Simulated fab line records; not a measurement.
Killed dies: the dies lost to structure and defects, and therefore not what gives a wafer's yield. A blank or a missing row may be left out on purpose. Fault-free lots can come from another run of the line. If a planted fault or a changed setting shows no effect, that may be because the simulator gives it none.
The tool behind it: which one? ; flow sky130 ; 12 lots, 36 wafers sampled, at 3 steps of a route of 708

WHAT THE GAUGES READ, wafer by wafer
SKY_FIELD_ISO_THK_MEAS_23. Usual: for FIELD_ISO_OXIDATION_01_THK the level is 9.91 nm and the standard deviation is 0.23.
lot;measured;on;FIELD_ISO_OXIDATION_01_THK (nm);flag
L985;day 2 11:47;film-metro-02;10.25 10.13 10.18;
L987;day 3 05:00;film-metro-01;10.09 10.11 10.11;
L988;day 3 08:56;film-metro-02;10.06 10.26 10.17;
L991;day 3 21:49;film-metro-02;10.18 10.11 10.09;
L993;day 4 16:37;film-metro-03;9.96 9.87 9.87;
L995;day 4 16:42;film-metro-03;9.60 9.66 9.62;
L998;day 5 10:52;film-metro-03;9.80 9.69 9.73;
L997;day 5 10:53;film-metro-02;9.88 9.83 9.93;
L999;day 5 18:49;film-metro-03;10.10 10.32 10.31;
L101;day 6 00:59;film-metro-02;9.94 9.80 9.85;
L103;day 6 13:05;film-metro-03;9.81 9.85 10.01;
L104;day 6 16:08;film-metro-01;9.63 9.76 9.51;

SKY_VT_ADJUST_LVTN_TW_MEAS_21. Usual: for VT_ADJUST_LVTN_2_TW the level is 187.6 and the standard deviation is 2.1.
lot;measured;on;VT_ADJUST_LVTN_2_TW;flag
L985;day 7 19:53;film-metro-01;186.7 185.6 187.1;
L987;day 9 07:21;film-metro-03;186.9 187.0 186.6;
L988;day 9 11:13;film-metro-01;184.9 184.7 185.7;
L991;day 9 23:59;film-metro-01;187.0 185.5 185.4;
L993;day 10 22:46;film-metro-01;185.1 185.2 186.1;
L995;day 10 23:23;film-metro-03;185.3 185.7 186.5;
L998;day 12 02:40;film-metro-04;190.9 190.2 190.5;
L997;day 12 01:35;film-metro-04;190.1 191.1 190.2;
L999;day 12 09:01;film-metro-01;228.6 227.3 228.4;OFF
L101;day 12 17:34;film-metro-03;187.4 186.3 187.4;
L103;day 13 07:11;film-metro-04;232.3 231.6 230.3;OFF
L104;day 13 09:56;film-metro-04;191.1 190.7 190.4;

TOOL THAT RAN EACH LOT (tool first, then ch and the chambers of the sampled wafers, then the start)
lot;SKY_VT_ADJUST_LVTN_IMPLANT_19
L985;implanter-01 ch 0, day 7 19:39
L987;implanter-03 ch 0, day 9 07:06
L988;implanter-01 ch 0, day 9 10:58
L991;implanter-03 ch 0, day 9 23:45
L993;implanter-01 ch 0, day 10 22:31
L995;implanter-03 ch 0, day 10 23:10
L998;implanter-03 ch 0, day 12 02:25
L997;implanter-01 ch 0, day 12 01:20
L999;implanter-02 ch 0, day 12 08:19
L101;implanter-02 ch 0, day 12 17:19
L103;implanter-01 ch 0, day 13 06:37
L104;implanter-03 ch 0, day 13 09:41
- SKY_VT_ADJUST_LVTN_IMPLANT_19

AS READ BY THE TOOLS THEMSELVES (means over the sampled wafers that have a number; for cases with no such wafer, the mark the record gives instead)
The record holds no such reading with a usual standard deviation.

THE ANSWER, worked out from the rows above alone
Rule: a lot counts as off when the mean over its wafers that have a number is more than 3 standard deviations away from the usual mean. Also off: a lot with no number at a reading for which 4 or more lots have one. The other lots that the step has rows for count as sound. The gauges are gone through in route order, then the tools' own readings, and for those a lot's mean is taken as printed above. At the first step where some lot is off, the reading lying furthest off is the one used; lots without a number count as furthest.
Off: L999, L103, at SKY_VT_ADJUST_LVTN_TW_MEAS_21 (VT_ADJUST_LVTN_2_TW).
If a tool, at a process step before that reading, ran all the lots that are off and no sound lot after the first of them, it fits. The gauges at SKY_VT_ADJUST_LVTN_TW_MEAS_21 are tried like those tools. No candidate that was tried fits.

WHAT HAD BEEN PUT IN BY THE SIMULATOR
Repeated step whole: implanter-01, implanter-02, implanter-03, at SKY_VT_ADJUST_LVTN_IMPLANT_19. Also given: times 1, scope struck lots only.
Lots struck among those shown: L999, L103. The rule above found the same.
